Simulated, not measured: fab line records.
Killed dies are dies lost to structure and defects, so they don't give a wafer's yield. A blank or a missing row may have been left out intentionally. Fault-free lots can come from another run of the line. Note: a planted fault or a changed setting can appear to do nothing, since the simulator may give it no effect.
Which of the tools did it? ; flow sky130 ; 12 lots, 36 wafers sampled, at 3 steps of a route of 708

## WHAT THE GAUGES READ, wafer by wafer
SKY_METAL5_THK_MEAS_06: measures by xrf.
lot;measured;on;METAL5_ALCU_THK (nm)
L216;day 43 10:59;film metro-02;1132 1120 1151
L217;day 43 14:05;film metro-02;1143 1142 1122
L218;day 43 20:47;film metro-01;1145 1154 1133
L222;day 45 01:34;film metro-01;1187 1152 1156
L223;day 45 22:54;film metro-01;1141 1126 1154
L224;day 46 01:47;film metro-01;1129 1140 1147
L227;day 46 11:23;film metro-04;1158 1129 1162
L226;day 46 12:16;film metro-02;1184 1168 1167
L228;day 46 14:49;film metro-04;1143 1137 1162
L229;day 46 19:55;film metro-04;1183 1151 1169
L232;day 47 16:51;film metro-01;1160 1145 1147
L236;day 48 10:31;film metro-02;1129 1131 1145

## WHAT TOOL EACH LOT RAN ON (gives the tool, then ch and the chambers of the sampled wafers, and finally the start)
lot;SKY_VIA4_SPUTTER_17;SKY_METAL5_SPUTTER_04
L216;pvd sputter-04, day 43 09:52;pvd sputter-01, day 43 10:49
L217;pvd sputter-01, day 43 13:04;pvd sputter-02, day 43 13:53
L218;pvd sputter-03, day 43 19:44;pvd sputter-02, day 43 20:35
L222;pvd sputter-03, day 45 00:35;pvd sputter-01, day 45 01:24
L223;pvd sputter-04, day 45 21:55;pvd sputter-01, day 45 22:44
L224;pvd sputter-03, day 46 00:28;pvd sputter-02, day 46 01:37
L227;pvd sputter-01, day 46 08:35;pvd sputter-02, day 46 11:13
L226;pvd sputter-03, day 46 10:43;pvd sputter-02, day 46 12:05
L228;pvd sputter-01, day 46 13:50;pvd sputter-01, day 46 14:38
L229;pvd sputter-03, day 46 18:56;pvd sputter-02, day 46 19:45
L232;pvd sputter-04, day 47 15:43;pvd sputter-01, day 47 16:41
L236;pvd sputter-03, day 48 09:32;pvd sputter-01, day 48 10:21
- SKY_VIA4_SPUTTER_17: material TiN, target thk 20 nm, time 80 s.
- SKY_METAL5_SPUTTER_04: material TiN, target thk 70 nm, time 58.3 s.

## WHAT THE TOOLS THEMSELVES READ (means of the sampled wafers that have a number; where no wafer has one, the mark that the record gives instead)
SKY_VIA4_SPUTTER_17.
lot;tool;cathode dc power W (W);throttle valve pct (%)
L216;pvd sputter-04;3999.4;29.4
L217;pvd sputter-01;3999.0;30.2
L218;pvd sputter-03;4000.4;30.3
L222;pvd sputter-03;4000.2;29.0
L223;pvd sputter-04;4000.0;29.3
L224;pvd sputter-03;4000.3;29.1
L227;pvd sputter-01;3999.6;31.5
L226;pvd sputter-03;3999.8;29.0
L228;pvd sputter-01;4000.5;30.6
L229;pvd sputter-03;3999.9;28.8
L232;pvd sputter-04;4000.6;29.5
L236;pvd sputter-03;3999.9;30.6

SKY_METAL5_SPUTTER_04.
lot;tool;cathode dc power W (W);throttle valve pct (%)
L216;pvd sputter-01;6500.5;30.1
L217;pvd sputter-02;6500.1;30.2
L218;pvd sputter-02;6499.5;30.2
L222;pvd sputter-01;6499.6;30.5
L223;pvd sputter-01;6499.4;31.0
L224;pvd sputter-02;6498.8;29.9
L227;pvd sputter-02;6167.0;30.3
L226;pvd sputter-02;6165.6;31.0
L228;pvd sputter-01;6499.7;30.2
L229;pvd sputter-02;6166.2;30.2
L232;pvd sputter-01;6500.4;30.6
L236;pvd sputter-01;6500.9;30.1

## THE ANSWER, worked out from the rows above alone
Rule: the usual values come from the lots themselves. The widest of any qualifying gaps counts: lots, ordered by their means at a reading, are off when they make up no more than a third of the lots, leave a main group of 4 or more, and stand apart from it by 3 or more times the standard deviation of that group's means. If all means in a main group match to the digits the tables above print for the reading, that group is not used. A lot without any number at a reading at which 4 lots or more have one is off too. All remaining lots with rows at the step are treated as sound. After the gauges, taken in route order, come the tools' own readings; for these a lot's mean is taken, as printed above. The first step at which some lot is off is used, and at that step the reading that is off furthest; a lot without a number counts as furthest.
Off at SKY_METAL5_SPUTTER_04 (cathode dc power W): L227, L226, L229. Mean 6499.9 W and standard deviation 0.61 in the main group.
A tool fits if, at that step or a process step before it, it ran every lot that is off, and no sound lot after the first of them. One fits: pvd sputter-02 at SKY_METAL5_SPUTTER_04. Its last sound lot is L224 (day 46 01:37), its first lot that is off L227 (day 46 11:13): a fault that began between those two fits.
The tool's own readings at SKY_METAL5_SPUTTER_04 bear it out: on the lots that are off they differ by more than 5 times the standard deviation of the sound lots' means. cathode dc power W reads 6166.3 W there against 6499.9 W on the sound lots.

## WHAT THE SIMULATOR HAD PUT IN
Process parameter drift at SKY_METAL5_SPUTTER_04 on pvd sputter-02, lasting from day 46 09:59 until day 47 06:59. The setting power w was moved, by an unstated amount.
Struck lots among those shown: L227, L226, L229. The same result came from the rule above.
